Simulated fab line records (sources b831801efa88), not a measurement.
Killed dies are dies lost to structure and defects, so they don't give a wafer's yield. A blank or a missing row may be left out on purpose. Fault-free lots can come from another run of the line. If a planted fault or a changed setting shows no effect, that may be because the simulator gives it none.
Struck lot and sound lot, side by side	flow sky130	44 steps out of a route of 708
Sound: wafers L811.1, L811.2, L811.4. Wafers L813.1, L813.3, L813.4 were the ones struck. Last of all comes the cause.
Per side, at each step with rows, come the tool, then ch with its chambers, and then its first start. Under that, the readings that differ: sound wafers	struck wafers	difference of the means	sigmas: that difference in standard deviations of wafers without a fault.
alike: readings whose means differ by less than 2 such deviations, and words and numbers that are the same on both sides. not compared: withheld readings, readings that some wafer has no value for, bounds like >300 that may hide the same value, and numbers for which the record gives no deviation and whose values overlap.
The two part at a step that has a row with sigmas, a row that says differs or no value, or rows on one side only. When numbers do not overlap yet have no deviation, they are printed without sigmas and do not part them. A reading that every wafer of one side lacks parts them only if that side has two wafers or more.

SKY_VIA2_ETCH_15: etches SiO2 in C4F8/O2/Ar, stops on TiN, target depth 546 nm, time 84 s.
  sound on rie_diel-01 ch 0,1,2, day 38 06:52; struck on rie_diel-02 ch 1,2,3, day 39 06:13
reading	sound	struck	difference	sigmas
rf_hours_counter_h (h)	11 5 10	14 15 12	+5	
  alike: oes_product_au
then, 5 steps without rows for these wafers: SKY_VIA2_STRIP_16 (strips in O2/N2); SKY_VIA2_STRIP_17 (strips in post etch residue remover, time 1200 s); SKY_VIA2_CLEAN_18 (cleans in IPA, time 180 s); SKY_VIA2_CLEAN_19 (cleans in O3/DIW); SKY_VIA2_SPUTTER_20 (material TiN, target thk 20 nm, time 80 s).
SKY_VIA2_CVD_21: deposits W, target thk 420 nm, time 126.4 s.
  sound on cvd_w-01 ch 0,1, day 38 07:35; struck on cvd_w-01 ch 0,1, day 39 06:58
  alike: heater_power_w
SKY_VIA2_RS_MEAS_22: the measuring method here is four-point-probe.
  sound: film_metro-04 at day 38 07:43; struck: film_metro-03 at day 39 07:05
  alike: VIA2_W_RS
SKY_VIA2_THK_MEAS_23: measures by xrf.
  sound: film_metro-04 at day 38 07:50; struck: film_metro-03 at day 39 07:13
  alike: VIA2_W_THK
then, 1 step without rows for these wafers: SKY_VIA2_CMP_24 (polishes, stops on SiO2, t overpolish 20 s, target thk 0 nm).
SKY_METAL3_SPUTTER_00: material Ti, target thk 15 nm, time 10 s.
  sound: pvd_sputter-04 at day 38 08:11; struck: pvd_sputter-04 at day 39 07:46
  alike: throttle_valve_pct
then, 1 step without rows for these wafers: SKY_METAL3_SPUTTER_01 (material TiN, target thk 20 nm, time 16.7 s).
SKY_METAL3_SPUTTER_02: material AlCu, target thk 735 nm, time 39.1 s.
  sound: pvd_sputter-04 at day 38 08:14; struck: pvd_sputter-04 at day 39 07:49
reading	sound	struck	difference	sigmas
model.AlCu_of_METAL3_SPUTTER_02.thk_nm (nm)	743 741.3 741.2	1034 1020 1047	+292	
  alike: throttle_valve_pct
SKY_METAL3_SPUTTER_03: material Ti, target thk 5 nm, time 3.3 s.
  sound: pvd_sputter-04 at day 38 08:17; struck: pvd_sputter-04 at day 39 07:52
  alike: throttle_valve_pct
then, 2 steps without rows for these wafers: SKY_METAL3_SPUTTER_04 (material TiN, target thk 70 nm, time 58.3 s); SKY_CAPM_CVD_00 (deposits SiO2, target thk 15.5 nm).
SKY_CAPM_THK_MEAS_01:
  sound: film_metro-01 at day 38 08:22; struck: film_metro-02 at day 39 07:57
  alike: CAPM_CVD_00_THK
then, 1 step without rows for these wafers: SKY_CAPM_SPUTTER_02 (material TiN, target thk 200 nm, time 166.7 s).
SKY_CAPM_RS_MEAS_03: the measuring method here is four-point-probe.
  sound: film_metro-02 at day 38 08:32; struck: film_metro-01 at day 39 08:07
  alike: CAPM_TIN_RS
SKY_CAPM_THK_MEAS_04: measures by xrf.
  sound: film_metro-02 at day 38 08:40; struck: film_metro-01 at day 39 08:14
  alike: CAPM_TIN_THK
then, 7 steps without rows for these wafers: SKY_CAPM_DEHYDRATE_05 (time 60 s); SKY_CAPM_HMDS_06 (prime time 60 s); SKY_CAPM_COAT_07 (resist thk 1140 nm); SKY_CAPM_SOFTBAKE_08 (time 60 s); SKY_CAPM_EXPOSE_09 (exposes mask CAPM, target cd 1000 nm); SKY_CAPM_PEB_10; SKY_CAPM_DEVELOP_11 (develop time 60 s).
SKY_CAPM_OVL_MEAS_12:
  sound: overlay-01 at day 39 09:19; struck: overlay-02 at day 40 09:01
  alike: CAPM_OVL
then, 1 step without rows for these wafers: SKY_CAPM_METAL_ETCH_13 (etches TiN in Cl2/BCl3, stops on SiO2, target depth 220 nm, time 62.9 s).
SKY_CAPM_STRIP_14: strips in O2/N2.
  sound on plasma_asher-03 ch 0,1, day 39 09:26; struck on plasma_asher-01 ch 0,1, day 40 09:08
  alike: drypump_motor_current_A, oes_product_au, strip_time_to_endpoint_s
  not compared: rf_hours_counter_h
then, 11 steps without rows for these wafers: SKY_CAPM_STRIP_15 (strips in post etch residue remover, time 1200 s); SKY_CAPM_CLEAN_16 (cleans in IPA, time 180 s); SKY_CAPM_CLEAN_17 (cleans in O3/DIW); SKY_METAL3_DEHYDRATE_05 (time 60 s); SKY_METAL3_HMDS_06 (prime time 60 s); SKY_METAL3_COAT_07 (resist thk 60 nm); SKY_METAL3_COAT_08 (resist thk 1140 nm); SKY_METAL3_SOFTBAKE_09 (time 90 s); SKY_METAL3_EXPOSE_10 (exposes mask MM3, target cd 300 nm); SKY_METAL3_PEB_11; SKY_METAL3_DEVELOP_12 (develop time 58.12 s).
SKY_METAL3_CD_MEAS_13: the cd target is 300 nm.
  sound: cd_sem-02 at day 40 10:52; struck: cd_sem-01 at day 41 09:28
  alike: cd_nm
SKY_METAL3_METAL_ETCH_18: etches the open film in Cl2/BCl3, stops on SiO2, target depth 845 nm, time 183.1 s.
  sound on rie_metal-04 ch 0,1, day 40 11:10; struck on rie_metal-02 ch 0,1, day 41 09:46
reading	sound	struck	difference	sigmas
oes_product_au (a.u.)	0.869 0.874 0.868	0.992 0.994 0.999	+0.125	+18
  alike: drypump_motor_current_A, throttle_valve_pct
  not compared: rf_hours_counter_h
-- the record jumps here: 7 days lie between the struck wafers' starts before and after (it left off in module METAL3 and takes up again in module PAD_OPEN, whose first step shown is number 708 of the route) --
SKY_PAD_OPEN_PROBE_99:
  sound: prober-01 at day 47 09:41; struck: prober-01 at day 48 02:46
reading	sound	struck	difference	sigmas
hold	- - -	await_dispo/4.0h/scrap await_dispo/4.0h/scrap await_dispo/4.0h/scrap	no value on the sound wafers	
defect_limited_yield (%)	82.5 83.3 83.9	0.4 1.2 1.0	-82.4	-46
killed_at_M0_to_M3	45 34 34	438 443 440	+403	+54
killed_at_M4_up	1 1 3	8 4 5	+4	+2
killed_at_other	2 1 3	0 0 0	-2	-3
killed_dies	86 82 79	490 486 487	+405	+46
killed_on_rim	21 5 17	95 94 92	+79	+20
sort_bin_5_function (%)	9.1 9.8 10.0	91.1 90.4 91.1	+81.2	+51
sort_n_pass	406 410 413	2 6 5	-405	-45
sort_yield_pct (%)	82.5 83.3 83.9	0.4 1.2 1.0	-82.4	-46
  alike: killed_at_contacts, killed_at_front_end, killed_open, killed_short, sort_bin_3_pad_short, sort_bin_6_memory

WHERE THEY PART
Earliest at SKY_METAL3_METAL_ETCH_18; latest, in this record, at SKY_PAD_OPEN_PROBE_99.

WHY: what the simulator had put in
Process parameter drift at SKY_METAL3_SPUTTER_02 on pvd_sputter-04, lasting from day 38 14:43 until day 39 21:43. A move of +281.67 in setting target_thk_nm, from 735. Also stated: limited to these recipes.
